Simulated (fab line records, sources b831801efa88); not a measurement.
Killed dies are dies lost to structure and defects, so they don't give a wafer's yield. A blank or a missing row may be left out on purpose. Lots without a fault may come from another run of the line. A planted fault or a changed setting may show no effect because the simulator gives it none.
fab line records | flow gf180mcu
record lots=5 wafers=15 last_day=33
route steps=602 shown MIM@522 M5@526 V5@540
lots that met no fault: from a run of the same line without faults
start_h: hours from the record's first day to the start of the lot's first wafer shown | wait_h: hours since the lot's step before | " the same as in the row above | L1.1+2: a row that stands for several wafers | - no value, or no start given | * or withheld: withheld | < > ~ a bound
route shown NAME@n: a module of which the file shows steps, and the number in the route of the first | usual: mean/standard deviation of fault-free wafers | same: alike in all rows | chamber/n: place in a boat | sites: the reading at each site | _std_site: their standard deviation | _edge_site: outer sites' mean less inner sites' | radius_mm: how far each site lies from the wafer's centre | mask NAME#n: copy n | behind: the tool/chamber that last shaped the wafer | hold: why the lot was held/for how many hours/how that ended | device: the transistor (n, p or np) that didn't switch | end of line: the same wafers' tests at the end of the route | a step without rows: its recipe alone | killed: dies lost to structure and defects at the first sort, not the wafer's yield | map: a wafer's dies, x killed, . not, _ none there
set.NAME: the setting as run; set.NAME@STEP: as run at that earlier step | model.NAME: the simulator's own value behind a step, which no gauge read
lots at some steps of the route; a table a step, a row a wafer
services: from which hour (start_h, from the record's first day; less than 0 if before it) a tool's chamber was out of use, for how many hours, and why
## steps
# step GF_MIM_METAL_ETCH_19
# recipe chemistry=Cl2/BCl3 mask_material=NOVOLAK stop_on=Si3N4 target_depth_nm=324.5 pressure_mtorr=8 icp_w=800 bias_w=140 Cl2_flow_sccm=80 bcl3_flow_sccm=40 time_s=54.1
# usual bcl3_flow_sccm=40.00/0.11 drypump_motor_current_A=5.7/0.33 oes_product_au=0.943/0.0058 rf_fwd_power_W=791.2/3 throttle_valve_pct=28.282/0.01
# columns lot.wafer tool chamber start_h wait_h bcl3_flow_sccm drypump_motor_current_A oes_product_au rf_fwd_power_W rf_hours_counter_h throttle_valve_pct
L083.1 rie_metal-01 1 654.77 0.1 39.90 5.0 0.956 790.9 3 28.268
L083.3 " 1 " " 39.93 5.0 0.942 790.4 - 28.287
L083.5 " 1 " " 39.90 5.0 0.951 794.1 - 28.279
L084.1 rie_metal-03 1 662.07 0.1 40.04 5.7 0.937 793.3 2 28.280
L084.3 " 1 " " 39.95 5.6 0.938 794.4 - 28.284
L084.4 " 0 " " 39.91 5.6 0.937 788.5 - 28.280
L086.1 rie_metal-01 0 674.22 0.1 40.03 6.2 0.942 792.3 0 28.286
L086.3 " 1 " " 40.20 5.0 0.952 791.7 - 28.277
L086.4 " 0 " " 40.11 6.2 0.939 793.9 - 28.286
L088.3 rie_metal-04 0 689.74 0.1 40.06 5.7 0.942 792.1 - 28.274
L088.4 " 1 " " 40.06 5.8 0.940 792.5 - 28.287
L088.6 " 0 " " 39.99 5.7 0.942 791.1 - 28.284
L093.2 rie_metal-01 1 719.92 0.1 39.73 5.0 0.939 790.1 6 28.282
L093.5 " 0 " " 40.13 6.2 0.949 784.3 - 28.276
L093.6 " 1 " " 39.89 5.0 0.935 789.3 - 28.300
# step GF_MIM_STRIP_20
# recipe chemistry=O2/N2 power_w=1400 pressure_mtorr=1500 platen_temp_c=250 o2_flow_sccm=3000 n2_flow_sccm=300 overash_fraction=0.5
# usual drypump_motor_current_A=5.74/0.23 heater_power_w=310/32 oes_product_au=0.693/0.0048 strip_time_to_endpoint_s=11.25/0.039
# columns lot.wafer tool chamber start_h wait_h drypump_motor_current_A heater_power_w oes_product_au rf_hours_counter_h strip_time_to_endpoint_s
L083.1 plasma_asher-02 0 654.91 0.1 5.60 309 0.688 24 11.25
L083.3 " 1 " " 5.60 312 0.693 - 11.30
L083.5 " 1 " " 5.63 319 0.692 - 11.25
L084.1 plasma_asher-04 1 662.14 0.0 5.73 320 0.686 107 11.26
L084.3 " 0 " " 6.24 242 0.687 - 11.25
L084.4 " 1 " " 5.69 322 0.694 - 11.17
L086.1 plasma_asher-01 1 674.31 0.1 5.56 363 0.701 91 11.27
L086.3 " 0 " " 5.88 317 0.704 - 11.25
L086.4 " 1 " " 5.55 376 0.687 - 11.29
L088.3 plasma_asher-01 0 689.82 0.1 5.93 322 0.698 - 11.29
L088.4 " 1 " " 5.56 359 0.698 - 11.29
L088.6 " 0 " " 5.88 312 0.698 - 11.24
L093.2 plasma_asher-02 1 719.99 0.0 5.62 319 0.695 30 11.23
L093.5 " 0 " " 5.63 310 0.691 - 11.26
L093.6 " 1 " " 5.65 315 0.688 - 11.23
# step GF_MIM_STRIP_21
# recipe chemistry=post_etch_residue_remover time_s=1200 temp_c=72.5
# columns lot.wafer tool chamber start_h wait_h
L083.1+3+5 wet_bench-04 2 655.01 0.1
L084.1+3+4 wet_bench-03 2 662.24 0.1
L086.1+3+4 wet_bench-02 1 674.41 0.1
L088.3+4+6 wet_bench-03 2 689.89 0.0
L093.2+5+6 wet_bench-04 2 720.09 0.1
# step GF_MIM_CLEAN_22
# recipe chemistry=DIW dry=n2_spin
# columns lot.wafer tool chamber start_h wait_h
L083.1+3+5 wet_bench-03 2 655.36 0.0
L084.1+3+4 wet_bench-04 3 662.59 0.0
L086.1+3+4 wet_bench-04 3 674.76 0.0
L088.3+4+6 wet_bench-04 3 690.23 0.0
L093.2+5+6 wet_bench-02 0 720.77 0.0
# step GF_M5_DEHYDRATE_00
# recipe temp_c=200 time_s=60
# columns lot.wafer tool chamber start_h wait_h
L083.1+3+5 litho_track-02 0 663.58 8.1
L084.1+3+4 litho_track-02 0 671.43 8.7
L086.1+3+4 litho_track-01 0 683.87 8.9
L088.3+4+6 litho_track-03 0 699.02 8.7
L093.2+5+6 litho_track-01 0 728.94 8.1
# step GF_M5_HMDS_01
# recipe prime_time_s=60 prime_temp_c=120
# columns lot.wafer tool chamber start_h wait_h
L083.1+3+5 litho_track-02 0 663.73 0.1
L084.1+3+4 litho_track-02 0 671.58 0.1
L086.1+3+4 litho_track-01 0 684.02 0.1
L088.3+4+6 litho_track-03 0 699.17 0.1
L093.2+5+6 litho_track-01 0 729.09 0.1
# step GF_M5_COAT_02
# recipe resist=KrF spin_rpm=withheld resist_thk_nm=1000
# columns lot.wafer tool chamber start_h wait_h
L083.1+3+5 litho_track-02 0 663.88 0.1
L084.1+3+4 litho_track-02 0 671.73 0.1
L086.1+3+4 litho_track-01 0 684.17 0.1
L088.3+4+6 litho_track-03 0 699.32 0.1
L093.2+5+6 litho_track-01 0 729.24 0.1
# step GF_M5_SOFTBAKE_03
# recipe temp_c=130 time_s=60 resist=KrF
# columns lot.wafer tool chamber start_h wait_h
L083.1+3+5 litho_track-02 0 664.03 0.1
L084.1+3+4 litho_track-02 0 671.88 0.1
L086.1+3+4 litho_track-01 0 684.32 0.1
L088.3+4+6 litho_track-03 0 699.47 0.1
L093.2+5+6 litho_track-01 0 729.39 0.1
# step GF_M5_EXPOSE_04
# recipe mask_id=Metal5 target_cd_nm=280 na=0.68 source_shape=conventional sigma_outer=0.6 dose_mj=28
# usual reticle_temp_C=23.02/0.11
# columns lot.wafer tool chamber start_h wait_h mask reticle_temp_C
L083.1 krf_scanner-01 0 - - Metal5#0 22.94
L083.3 " 0 " " Metal5#0 23.02
L083.5 " 0 " " Metal5#0 23.03
L084.1 krf_scanner-02 0 - - Metal5#0 23.01
L084.3 " 0 " " Metal5#0 22.97
L084.4 " 0 " " Metal5#0 23.00
L086.1 krf_scanner-01 0 - - Metal5#0 23.05
L086.3 " 0 " " Metal5#0 23.16
L086.4 " 0 " " Metal5#0 23.26
L088.3 krf_scanner-02 0 - - Metal5#0 22.98
L088.4 " 0 " " Metal5#0 23.17
L088.6 " 0 " " Metal5#0 22.96
L093.2 krf_scanner-01 0 - - Metal5#0 23.18
L093.5 " 0 " " Metal5#0 23.10
L093.6 " 0 " " Metal5#0 23.29
# step GF_M5_PEB_05
# recipe peb_temp_c=135 peb_time_s=90 resist=KrF
# columns lot.wafer tool chamber start_h wait_h
L083.1+3+5 litho_track-01 0 - -
L084.1+3+4 litho_track-02 0 - -
L086.1+3+4 litho_track-03 0 - -
L088.3+4+6 litho_track-03 0 - -
L093.2+5+6 litho_track-02 0 - -
# step GF_M5_DEVELOP_06
# recipe develop_time_s=60 dev_temp_c=21
# same develop_time_s=60
# columns lot.wafer tool chamber start_h wait_h
L083.1+3+5 litho_track-01 0 674.07 0.2
L084.1+3+4 litho_track-02 0 681.28 0.2
L086.1+3+4 litho_track-03 0 693.47 0.2
L088.3+4+6 litho_track-03 0 708.42 0.1
L093.2+5+6 litho_track-02 0 737.70 0.2
# step GF_M5_CD_MEAS_07
# recipe target_cd_nm=280
# usual cd_nm=280.1/1.1
# columns lot.wafer tool chamber start_h wait_h cd_nm
L083.1 cd_sem-01 - 674.22 0.1 280.4
L083.3 " - " " 280.0
L083.5 " - " " 279.9
L084.1 cd_sem-02 - 681.43 0.1 280.6
L084.3 " - " " 280.8
L084.4 " - " " 281.5
L086.1 cd_sem-02 - 693.62 0.1 279.6
L086.3 " - " " 279.4
L086.4 " - " " 279.8
L088.3 cd_sem-02 - 708.56 0.1 279.1
L088.4 " - " " 279.5
L088.6 " - " " 279.8
L093.2 cd_sem-01 - 737.85 0.1 278.7
L093.5 " - " " 280.1
L093.6 " - " " 280.3
# step GF_M5_OVL_MEAS_08
# usual M5_OVL=1/5.9
# columns lot.wafer tool chamber start_h wait_h M5_OVL[nm]
L083.1 overlay-01 - 674.34 0.1 3
L083.3 " - " " 1
L083.5 " - " " -3
L084.1 overlay-01 - 681.55 0.1 3
L084.3 " - " " -4
L084.4 " - " " 3
L086.1 overlay-02 - 693.74 0.1 -4
L086.3 " - " " -7
L086.4 " - " " 5
L088.3 overlay-01 - 708.65 0.1 -2
L088.4 " - " " -1
L088.6 " - " " 0
L093.2 overlay-02 - 737.95 0.1 3
L093.5 " - " " 7
L093.6 " - " " 4
# step GF_M5_ETCH_09
# recipe chemistry=CF4/O2 target=Si3N4 target_depth_nm=52 source_w=800 bias_w=150 pressure_mtorr=150 cf4_flow_sccm=80 O2_flow_sccm=10 time_s=11.6
# usual drypump_motor_current_A=5.8/0.52 oes_product_au=1.002/0.013 rf_fwd_power_W=786/4.3 throttle_valve_pct=5.971/0.0085
# columns lot.wafer tool chamber start_h wait_h drypump_motor_current_A oes_product_au rf_fwd_power_W rf_hours_counter_h throttle_valve_pct
L083.1 rie_diel-03 3 674.37 0.0 6.1 0.992 792 48 5.969
L083.3 " 0 " " 6.3 0.979 781 11 5.969
L083.5 " 1 " " 5.6 1.006 792 - 5.958
L084.1 rie_diel-03 3 681.59 0.0 6.0 0.995 794 48 5.970
L084.3 " 1 " " 5.6 1.007 792 1 5.979
L084.4 " 0 " " 6.3 0.969 774 11 5.964
L086.1 rie_diel-02 1 693.78 0.0 5.0 0.991 785 11 5.972
L086.3 " 0 " " 6.4 0.993 788 2 5.987
L086.4 " 2 " " 5.3 1.013 780 28 5.975
L088.3 rie_diel-03 0 708.68 0.0 6.3 0.980 782 12 5.968
L088.4 " 3 " " 6.0 0.992 790 49 5.953
L088.6 " 2 " " 5.2 1.005 783 - 5.970
L093.2 rie_diel-04 0 737.98 0.0 6.7 1.015 786 6 5.973
L093.5 " 3 " " 6.3 1.011 785 - 5.976
L093.6 " 2 " " 6.1 1.011 790 - 5.976
# step GF_M5_METAL_ETCH_10
# recipe chemistry=Cl2/BCl3 mask_material=KrF target_depth_nm=627.5 stop_on=SiO2 pressure_mtorr=8 icp_w=800 bias_w=140 Cl2_flow_sccm=80 bcl3_flow_sccm=40 time_s=104.6
# usual bcl3_flow_sccm=39.99/0.12 drypump_motor_current_A=5.86/0.22 oes_product_au=0.973/0.0077 rf_fwd_power_W=795.5/2.8 throttle_valve_pct=28.248/0.011
# columns lot.wafer tool chamber start_h wait_h bcl3_flow_sccm drypump_motor_current_A oes_product_au rf_fwd_power_W rf_hours_counter_h throttle_valve_pct
L083.1 rie_metal-02 0 674.40 0.0 40.04 6.04 0.981 798.0 4 28.241
L083.3 " 1 " " 39.91 6.22 0.970 798.5 - 28.252
L083.5 " 1 " " 39.88 6.21 0.976 795.5 - 28.252
L084.1 rie_metal-03 1 681.61 0.0 40.08 5.72 0.985 796.9 3 28.231
L084.3 " 0 " " 40.02 5.66 0.981 801.0 - 28.212
L084.4 " 1 " " 40.00 5.68 0.968 796.8 - 28.249
L086.1 rie_metal-03 0 693.80 0.0 40.15 5.69 0.971 792.7 10 28.250
L086.3 " 1 " " 39.80 5.69 0.974 796.0 - 28.255
L086.4 " 0 " " 40.05 5.67 0.985 792.6 - 28.249
L088.3 rie_metal-02 1 708.74 0.0 39.99 6.24 0.960 794.5 - 28.251
L088.4 " 0 " " 40.09 6.08 0.972 794.7 - 28.240
L088.6 " 0 " " 39.84 6.08 0.965 798.6 - 28.260
L093.2 rie_metal-04 0 738.01 0.0 39.93 5.68 0.975 793.9 5 28.234
L093.5 " 0 " " 39.89 5.67 0.984 794.1 - 28.253
L093.6 " 1 " " 40.12 5.79 0.979 794.7 - 28.240
# step GF_M5_STRIP_11
# recipe chemistry=O2/N2 power_w=1400 pressure_mtorr=1500 platen_temp_c=250 o2_flow_sccm=3000 n2_flow_sccm=300 overash_fraction=0.5
# usual drypump_motor_current_A=5.7/0.37 heater_power_w=310/36 oes_product_au=0.543/0.0056 strip_time_to_endpoint_s=7.52/0.068
# columns lot.wafer tool chamber start_h wait_h drypump_motor_current_A heater_power_w oes_product_au rf_hours_counter_h strip_time_to_endpoint_s
L083.1 plasma_asher-03 1 674.51 0.1 6.0 301 0.544 55 7.56
L083.3 " 0 " " 5.2 355 0.548 - 7.65
L083.5 " 0 " " 5.2 353 0.544 - 7.59
L084.1 plasma_asher-02 0 681.72 0.1 5.6 316 0.549 26 7.58
L084.3 " 1 " " 5.6 321 0.544 - 7.46
L084.4 " 0 " " 5.6 305 0.550 - 7.56
L086.1 plasma_asher-04 1 693.91 0.1 5.8 327 0.538 111 7.37
L086.3 " 1 " " 5.7 317 0.546 - 7.51
L086.4 " 0 " " 6.2 240 0.531 - 7.35
L088.3 plasma_asher-04 1 708.84 0.1 5.7 319 0.548 - 7.69
L088.4 " 0 " " 6.2 244 0.542 - 7.61
L088.6 " 1 " " 5.7 323 0.552 - 7.55
L093.2 plasma_asher-03 0 738.12 0.1 5.2 362 0.542 63 7.56
L093.5 " 1 " " 6.0 301 0.545 - 7.56
L093.6 " 0 " " 5.2 356 0.543 - 7.57
# step GF_M5_STRIP_12
# recipe chemistry=post_etch_residue_remover time_s=1200 temp_c=72.5
# columns lot.wafer tool chamber start_h wait_h
L083.1+3+5 wet_bench-01 1 674.61 0.1
L084.1+3+4 wet_bench-02 3 681.82 0.1
L086.1+3+4 wet_bench-02 2 694.01 0.1
L088.3+4+6 wet_bench-01 3 708.91 0.0
L093.2+5+6 wet_bench-01 2 738.22 0.1
# step GF_M5_CLEAN_13
# recipe chemistry=DIW dry=n2_spin
# columns lot.wafer tool chamber start_h wait_h
L083.1+3+5 wet_bench-02 3 674.95 0.0
L084.1+3+4 wet_bench-04 3 682.16 0.0
L086.1+3+4 wet_bench-01 1 694.38 0.0
L088.3+4+6 wet_bench-04 2 709.25 0.0
L093.2+5+6 wet_bench-02 3 738.56 0.0
# step GF_V5_CVD_00
# recipe material=SiO2 target_thk_nm=300 sigma_open_frac=0.3 temp_c=400 time_s=50 sih4_flow_sccm=60 pressure_mtorr=6
# usual sih4_flow_sccm=59.99/0.18
# columns lot.wafer tool chamber start_h wait_h sih4_flow_sccm
L083.1 hdpcvd-02 0 675.04 0.0 59.91
L083.3 " 1 " " 59.67
L083.5 " 2 " " 59.88
L084.1 hdpcvd-02 0 682.35 0.0 60.03
L084.3 " 2 " " 60.41
L084.4 " 1 " " 60.01
L086.1 hdpcvd-01 0 694.48 0.0 59.84
L086.3 " 1 " " 60.17
L086.4 " 1 " " 59.96
L088.3 hdpcvd-01 1 709.44 0.0 59.82
L088.4 " 0 " " 60.16
L088.6 " 2 " " 59.93
L093.2 hdpcvd-01 1 738.65 0.0 60.14
L093.5 " 1 " " 60.16
L093.6 " 0 " " 59.88
# step GF_V5_THK_MEAS_01
# recipe reads=SiO2_of_V5_CVD_00
# usual V5_CVD_00_THK=302/3.5
# columns lot.wafer tool chamber start_h wait_h V5_CVD_00_THK[nm]
L083.1 film_metro-03 - 675.09 0.0 300
L083.3 " - " " 304
L083.5 " - " " 306
L084.1 film_metro-02 - 682.39 0.0 300
L084.3 " - " " 304
L084.4 " - " " 302
L086.1 film_metro-04 - 694.52 0.0 299
L086.3 " - " " 296
L086.4 " - " " 291
L088.3 film_metro-03 - 709.50 0.0 292
L088.4 " - " " 298
L088.6 " - " " 303
L093.2 film_metro-02 - 738.71 0.0 302
L093.5 " - " " 301
L093.6 " - " " 302
# step GF_V5_CVD_02
# recipe material=SiO2 target_thk_nm=1450 precursor=TEOS temp_c=400 time_s=163.28 rf_w=600
# usual heater_power_w=635/75 rf_fwd_power_W=597.4/2
# columns lot.wafer tool chamber start_h wait_h heater_power_w rf_fwd_power_W
L083.1 pecvd-02 0 675.15 0.1 606 595.4
L083.3 " 1 " " 718 598.3
L083.5 " 2 " " 723 594.7
L084.1 pecvd-02 1 682.45 0.1 669 600.8
L084.3 " 0 " " 530 595.4
L084.4 " 0 " " 611 596.2
L086.1 pecvd-04 1 694.58 0.1 667 597.3
L086.3 " 1 " " 517 596.8
L086.4 " 0 " " 632 593.8
L088.3 pecvd-04 1 709.54 0.0 598 598.4
L088.4 " 1 " " 680 596.9
L088.6 " 2 " " 584 598.6
L093.2 pecvd-04 1 738.76 0.0 676 600.3
L093.5 " 0 " " 622 593.5
L093.6 " 2 " " 577 598.2
# step GF_V5_THK_MEAS_03
# recipe reads=SiO2_of_V5_CVD_02
# usual V5_CVD_02_THK=1459/22
# columns lot.wafer tool chamber start_h wait_h V5_CVD_02_THK[nm]
L083.1 film_metro-02 - 675.25 0.1 1421
L083.3 " - " " 1434
L083.5 " - " " 1478
L084.1 film_metro-04 - 682.56 0.1 1425
L084.3 " - " " 1420
L084.4 " - " " 1439
L086.1 film_metro-03 - 694.74 0.1 1446
L086.3 " - " " 1447
L086.4 " - " " 1490
L088.3 film_metro-02 - 709.67 0.1 1449
L088.4 " - " " 1467
L088.6 " - " " 1458
L093.2 film_metro-02 - 738.88 0.1 1455
L093.5 " - " " 1505
L093.6 " - " " 1491
# step GF_V5_CMP_04
# recipe material=SiO2 down_force_psi=4 platen_rpm=60 pad_velocity_m_s=0.94248
# usual edge_zone_pressure_frac=1.000/0.0049 motor_current_A=12.1/1.1
# columns lot.wafer tool chamber start_h wait_h edge_zone_pressure_frac motor_current_A
L083.1 cmp-01 2 675.36 0.1 1.007 11.3
L083.3 " 0 " " 1.003 12.9
L083.5 " 1 " " 1.004 12.8
L084.3 cmp-01 0 682.67 0.1 1.005 12.7
L084.1 " 1 " " 0.998 11.3
L084.4 " 2 " " 0.994 11.3
L086.1 cmp-01 1 694.81 0.1 0.992 12.8
L086.4 " 2 " " 1.008 10.8
L086.3 " 3 " " 1.002 13.0
L088.4 cmp-01 3 709.76 0.1 1.006 13.2
L088.3 " 1 " " 0.989 12.2
L088.6 " 2 " " 0.998 11.1
L093.2 cmp-01 1 739.24 0.4 1.000 11.5
L093.5 " 0 " " 1.001 12.7
L093.6 " 1 " " 0.993 11.9
# step GF_V5_BOW_MEAS_05
# recipe mode=bow
# usual V5_BOW=136/8.6
# columns lot.wafer tool chamber start_h wait_h V5_BOW[um]
L083.1 film_metro-02 - 675.61 0.2 153
L083.3 " - " " 155
L083.5 " - " " 141
L084.1 film_metro-02 - 682.92 0.1 118
L084.3 " - " " 125
L084.4 " - " " 125
L086.1 film_metro-03 - 695.11 0.2 132
L086.3 " - " " 133
L086.4 " - " " 132
L088.3 film_metro-03 - 710.05 0.1 124
L088.4 " - " " 131
L088.6 " - " " 132
L093.2 film_metro-02 - 739.51 0.2 149
L093.5 " - " " 145
L093.6 " - " " 145
# step GF_V5_DEHYDRATE_06
# recipe temp_c=200 time_s=60
# columns lot.wafer tool chamber start_h wait_h
L083.1+3+5 litho_track-02 0 684.78 9.1
L084.1+3+4 litho_track-02 0 691.33 8.4
L086.1+3+4 litho_track-02 0 703.88 8.7
L088.3+4+6 litho_track-04 0 718.32 8.3
L093.2+5+6 litho_track-03 0 747.44 7.9
# step GF_V5_HMDS_07
# recipe prime_time_s=60 prime_temp_c=120
# columns lot.wafer tool chamber start_h wait_h
L083.1+3+5 litho_track-02 0 684.93 0.1
L084.1+3+4 litho_track-02 0 691.48 0.1
L086.1+3+4 litho_track-02 0 704.03 0.1
L088.3+4+6 litho_track-04 0 718.47 0.1
L093.2+5+6 litho_track-03 0 747.59 0.1
# step GF_V5_COAT_08
# recipe resist=BARC temp_c=withheld time_s=withheld spin_rpm=withheld resist_thk_nm=withheld
# columns lot.wafer tool chamber start_h wait_h
L083.1+3+5 litho_track-02 0 685.08 0.1
L084.1+3+4 litho_track-02 0 691.63 0.1
L086.1+3+4 litho_track-02 0 704.18 0.1
L088.3+4+6 litho_track-04 0 718.62 0.1
L093.2+5+6 litho_track-03 0 747.74 0.1
# step GF_V5_COAT_09
# recipe resist=KrF spin_rpm=withheld resist_thk_nm=1000
# columns lot.wafer tool chamber start_h wait_h
L083.1+3+5 litho_track-02 0 - -
L084.1+3+4 litho_track-02 0 - -
L086.1+3+4 litho_track-02 0 - -
L088.3+4+6 litho_track-04 0 - -
L093.2+5+6 litho_track-03 0 - -
# step GF_V5_SOFTBAKE_10
# recipe temp_c=130 time_s=60 resist=KrF
# columns lot.wafer tool chamber start_h wait_h
L083.1+3+5 litho_track-02 0 - -
L084.1+3+4 litho_track-02 0 - -
L086.1+3+4 litho_track-02 0 - -
L088.3+4+6 litho_track-04 0 - -
L093.2+5+6 litho_track-03 0 - -
# step GF_V5_EXPOSE_11
# recipe mask_id=Via5 target_cd_nm=260 na=0.68 source_shape=conventional sigma_outer=0.6 dose_mj=38
# usual reticle_temp_C=23.00/0.11
# columns lot.wafer tool chamber start_h wait_h mask reticle_temp_C
L083.1 krf_scanner-01 0 - - Via5#0 22.97
L083.3 " 0 " " Via5#0 23.17
L083.5 " 0 " " Via5#0 22.93
L084.1 krf_scanner-01 0 - - Via5#0 22.97
L084.3 " 0 " " Via5#0 23.08
L084.4 " 0 " " Via5#0 23.27
L086.1 krf_scanner-02 0 - - Via5#0 22.88
L086.3 " 0 " " Via5#0 22.96
L086.4 " 0 " " Via5#0 23.08
L088.3 krf_scanner-02 0 - - Via5#0 22.82
L088.4 " 0 " " Via5#0 23.09
L088.6 " 0 " " Via5#0 23.05
L093.2 krf_scanner-02 0 - - Via5#0 22.90
L093.5 " 0 " " Via5#0 22.88
L093.6 " 0 " " Via5#0 22.89
# step GF_V5_PEB_12
# recipe peb_temp_c=135 peb_time_s=90 resist=KrF
# columns lot.wafer tool chamber start_h wait_h
L083.1+3+5 litho_track-04 0 - -
L084.1+3+4 litho_track-04 0 - -
L086.1+3+4 litho_track-03 0 - -
L088.3+4+6 litho_track-04 0 - -
L093.2+5+6 litho_track-04 0 - -
# step GF_V5_DEVELOP_13
# recipe develop_time_s=60 resist=KrF dev_temp_c=21
# same develop_time_s=60
# columns lot.wafer tool chamber start_h wait_h
L083.1+3+5 litho_track-04 0 694.67 0.2
L084.1+3+4 litho_track-04 0 701.22 0.2
L086.1+3+4 litho_track-03 0 713.02 0.2
L088.3+4+6 litho_track-04 0 727.67 0.1
L093.2+5+6 litho_track-04 0 756.30 0.2
# step GF_V5_CD_MEAS_14
# recipe target_cd_nm=260
# usual cd_nm=260.2/1.3
# columns lot.wafer tool chamber start_h wait_h cd_nm
L083.1 cd_sem-02 - 694.82 0.1 260.4
L083.3 " - " " 260.0
L083.5 " - " " 262.0
L084.1 cd_sem-02 - 701.37 0.1 261.8
L084.3 " - " " 261.4
L084.4 " - " " 261.4
L086.1 cd_sem-01 - 713.17 0.1 260.8
L086.3 " - " " 258.4
L086.4 " - " " 260.0
L088.3 cd_sem-02 - 727.81 0.1 259.5
L088.4 " - " " 260.0
L088.6 " - " " 261.5
L093.2 cd_sem-02 - 756.44 0.1 258.0
L093.5 " - " " 258.5
L093.6 " - " " 258.0
# step GF_V5_OVL_MEAS_15
# usual V5_OVL=5/5
# columns lot.wafer tool chamber start_h wait_h V5_OVL[nm]
L083.1 overlay-02 - 694.94 0.1 15
L083.3 " - " " 5
L083.5 " - " " 4
L084.1 overlay-01 - 701.49 0.1 12
L084.3 " - " " 10
L084.4 " - " " 13
L086.1 overlay-02 - 713.29 0.1 4
L086.3 " - " " 2
L086.4 " - " " -1
L088.3 overlay-01 - 727.91 0.1 10
L088.4 " - " " 9
L088.6 " - " " 8
L093.2 overlay-02 - 756.55 0.1 11
L093.5 " - " " 2
L093.6 " - " " 3
# step GF_V5_ETCH_16
# recipe chemistry=N2/H2 target_depth_a=withheld overetch_a=withheld time_s=withheld target=BARC ion_energy_ev=200 source_w=500 bias_w=100 pressure_mtorr=30 n2_flow_sccm=100 h2_flow_sccm=200
# usual drypump_motor_current_A=6.1/0.45 oes_product_au=0.855/0.0044 rf_fwd_power_W=494.4/2.4 throttle_valve_pct=13.225/0.0095
# columns lot.wafer tool chamber start_h wait_h drypump_motor_current_A oes_product_au rf_fwd_power_W throttle_valve_pct
L083.1 rie_diel-04 0 694.98 0.0 6.7 0.859 496.5 13.221
L083.3 " 3 " " 6.3 0.855 495.7 13.210
L083.5 " 2 " " 6.1 0.855 496.6 13.216
L084.1 rie_diel-02 0 701.53 0.0 6.4 0.858 497.7 13.229
L084.3 " 2 " " 5.4 0.850 493.6 13.233
L084.4 " 1 " " 5.0 0.855 493.7 13.219
L086.1 rie_diel-04 2 713.33 0.0 6.1 0.849 496.3 13.228
L086.3 " 1 " " 6.1 0.852 494.9 13.217
L086.4 " 3 " " 6.3 0.858 497.6 13.207
L088.3 rie_diel-02 1 727.93 0.0 5.0 0.851 495.8 13.233
L088.4 " 3 " " 6.0 0.854 492.4 13.224
L088.6 " 3 " " 6.0 0.853 493.2 13.247
L093.2 rie_diel-04 3 756.58 0.0 6.4 0.863 495.1 13.226
L093.5 " 3 " " 6.3 0.854 494.3 13.235
L093.6 " 0 " " 6.7 0.857 495.7 13.226
# step GF_V5_ETCH_17
# recipe chemistry=C4F8/O2/Ar mask_material=KrF target=SiO2 stop_on=TiN source_w=1500 bias_w=1200 pressure_mtorr=40 c4f8_flow_sccm=withheld O2_flow_sccm=6 Ar_flow_sccm=300 time_s=withheld target_depth_a=8550
# usual oes_product_au=0.859/0.0046 rf_fwd_power_W=1493/4.9
# columns lot.wafer tool chamber start_h wait_h oes_product_au rf_fwd_power_W
L083.1 rie_diel-04 0 - - 0.864 1502
L083.3 " 3 " " 0.864 1496
L083.5 " 2 " " 0.864 1499
L084.1 rie_diel-02 0 - - 0.862 1507
L084.3 " 2 " " 0.853 1484
L084.4 " 1 " " 0.863 1503
L086.1 rie_diel-04 2 - - 0.856 1496
L086.3 " 1 " " 0.868 1498
L086.4 " 3 " " 0.854 1499
L088.3 rie_diel-02 1 - - 0.869 1499
L088.4 " 3 " " 0.858 1494
L088.6 " 3 " " 0.858 1497
L093.2 rie_diel-04 3 - - 0.861 1491
L093.5 " 3 " " 0.862 1491
L093.6 " 0 " " 0.861 1501
# step GF_V5_STRIP_18
# recipe chemistry=O2/N2 power_w=1400 pressure_mtorr=1500 platen_temp_c=250 o2_flow_sccm=3000 n2_flow_sccm=300 overash_fraction=0.5
# usual drypump_motor_current_A=5.62/0.25 heater_power_w=323/23 oes_product_au=0.568/0.0051
# columns lot.wafer tool chamber start_h wait_h drypump_motor_current_A heater_power_w oes_product_au rf_hours_counter_h
L083.1 plasma_asher-03 1 695.13 - 5.99 294 0.567 58
L083.3 " 0 " " 5.14 363 0.571 -
L083.5 " 1 " " 6.00 301 0.561 -
L084.1 plasma_asher-02 0 701.68 - 5.61 316 0.573 28
L084.3 " 1 " " 5.62 315 0.561 -
L084.4 " 0 " " 5.58 307 0.571 -
L086.1 plasma_asher-02 1 713.48 - 5.62 319 0.568 29
L086.3 " 1 " " 5.58 322 0.571 -
L086.4 " 0 " " 5.55 311 0.562 -
L088.3 plasma_asher-02 0 728.12 - 5.61 315 0.570 -
L088.4 " 1 " " 5.63 313 0.568 -
L088.6 " 0 " " 5.58 317 0.569 -
L093.2 plasma_asher-02 0 756.73 - 5.59 301 0.569 33
L093.5 " 0 " " 5.59 313 0.568 -
L093.6 " 1 " " 5.60 314 0.557 -
# step GF_V5_STRIP_19
# recipe chemistry=post_etch_residue_remover time_s=1200 temp_c=72.5
# columns lot.wafer tool chamber start_h wait_h
L083.1+3+5 wet_bench-03 1 695.23 0.1
L084.1+3+4 wet_bench-03 2 701.78 0.1
L086.1+3+4 wet_bench-04 2 713.62 0.1
L088.3+4+6 wet_bench-04 1 728.18 0.0
L093.2+5+6 wet_bench-04 1 756.83 0.1
# step GF_V5_CLEAN_20
# recipe chemistry=DIW dry=n2_spin
# columns lot.wafer tool chamber start_h wait_h
L083.1+3+5 wet_bench-01 0 695.57 0.0
L084.1+3+4 wet_bench-04 2 702.12 0.0
L086.1+3+4 wet_bench-04 3 714.30 0.0
L088.3+4+6 wet_bench-01 0 728.87 0.0
L093.2+5+6 wet_bench-01 0 757.17 0.0
## services
# columns tool chamber start_h hours kind
cmp-01 - 637.03 2.4 repair
krf_scanner-01 - 639.72 4.0 pm
krf_scanner-02 - 642.02 1.3 pm
rie_diel-04 1 642.60 15.5 repair
krf_scanner-02 - 643.32 3.6 pm
rie_diel-04 3 646.87 9.0 repair
krf_scanner-01 - 646.98 4.4 pm
krf_scanner-02 - 651.06 2.3 repair
krf_scanner-02 - 653.33 0.8 pm
krf_scanner-02 - 654.08 1.0 pm
wet_bench-01 - 658.88 3.9 repair
krf_scanner-02 - 660.13 0.4 repair
plasma_asher-02 - 682.53 3.0 repair
krf_scanner-02 - 684.31 1.3 pm
krf_scanner-01 - 704.08 3.6 pm
wet_bench-01 - 711.97 4.4 pm
cmp-01 - 723.04 1.0 repair
krf_scanner-01 - 726.11 1.3 pm
krf_scanner-02 - 730.36 3.0 pm
plasma_asher-02 - 735.63 1.0 repair
krf_scanner-01 - 739.70 1.0 pm
cmp-01 - 744.00 4.0 pm
wet_bench-03 - 748.89 1.9 pm
krf_scanner-01 - 756.07 0.8 pm
## key
fault none
